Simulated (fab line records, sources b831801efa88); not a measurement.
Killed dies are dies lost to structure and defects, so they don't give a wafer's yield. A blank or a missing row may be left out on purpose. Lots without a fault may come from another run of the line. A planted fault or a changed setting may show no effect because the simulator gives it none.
Problem report in the 8D (eight disciplines) form, filled by code | flow sky130 | the parts of the form that need people (team, actions taken, sign-off) are left out

1. THE PROBLEM
o2_flow_sccm at SKY_CAP2M_STRIP_14 reads a mean of 3605 sccm on 6 wafers of 2 lots; wafers without a fault read 3001 sccm with a standard deviation of 9.4. That is +64 standard deviations from the usual mean.
The step: strips in O2/N2.
First seen on wafer L989.3, day 43 21:36, on plasma_asher-02. The record holds 33 wafers of 11 lots with a number at this step. Rule for "out", or "out of limits": more than 4 standard deviations from the usual mean. The other wafers with a number count as sound.

2. WHAT IT IS AND WHAT IT IS NOT
question                    | is                     | is not
which readings at this step | o2_flow_sccm           | drypump_motor_current_A
which lots                  | L989, L991             | L977, L978, L979, L980, L981, L982, L995, L996, L998
which wafers of those lots  | all that have a number | -
read on which tools         | plasma_asher-02        | plasma_asher-03, plasma_asher-04
when                        | from day 43 21:36      | up to then (18 sound wafers); but 9 sound wafers of L995, L996, L998 came after

3. SUSPECTS, AND WHAT RULES EACH OUT
Counting: a tool at a process step up to the reading stays a suspect if it ran every lot that is out and no sound lot after the first of them.
- plasma_asher-02 at SKY_METAL3_STRIP_19 (strips in O2/N2): ruled out as a lasting fault. Sound lots L995, L998 ran on it after its first lot that is out, L989 (day 41 21:07).
- pvd_sputter-01 at SKY_METAL4_SPUTTER_04 (material TiN, target thk 70 nm, time 58.3 s): ruled out as a lasting fault. Sound lots L995, L996, L998 ran on it after its first lot that is out, L989 (day 42 23:00).
- plasma_asher-02 at SKY_CAP2M_STRIP_14 (strips in O2/N2): kept. It ran every lot that is out, first L989 (day 43 21:36), and no sound lot after that; its last sound lot up to then is L981 (day 41 22:19). Its own readings are out on those wafers: o2_flow_sccm.
Left after counting: plasma_asher-02 at SKY_CAP2M_STRIP_14.

4. THE CAUSE (what the simulator had put in)
Process parameter drift: plasma_asher-02, from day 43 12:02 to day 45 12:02, at SKY_CAP2M_STRIP_14. Setting o2_flow_sccm, moved by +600, from 3000. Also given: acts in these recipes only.
Counting left only this tool.

5. THE CHAIN OF EFFECTS, in route order
Each row: a reading whose mean over the struck wafers that have a number lies more than 3 standard deviations from the usual. Only readings for which the record gives a usual standard deviation are gone through. hours: the time from each lot's start at the first step in this table that gives one to its start at this step, as a median over the lots. sigmas: the change in usual standard deviations.
hours | step               | reading      | usual     | on struck wafers | change | sigmas
0     | SKY_CAP2M_STRIP_14 | o2_flow_sccm | 3001 sccm | 3605             | +604   | +64
The process steps in it:
- SKY_CAP2M_STRIP_14: strips in O2/N2.

6. WHAT WOULD HAVE CAUGHT IT SOONER
In this record the first reading out of limits was taken at day 43 21:36, 10 hours after the fault began at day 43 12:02.
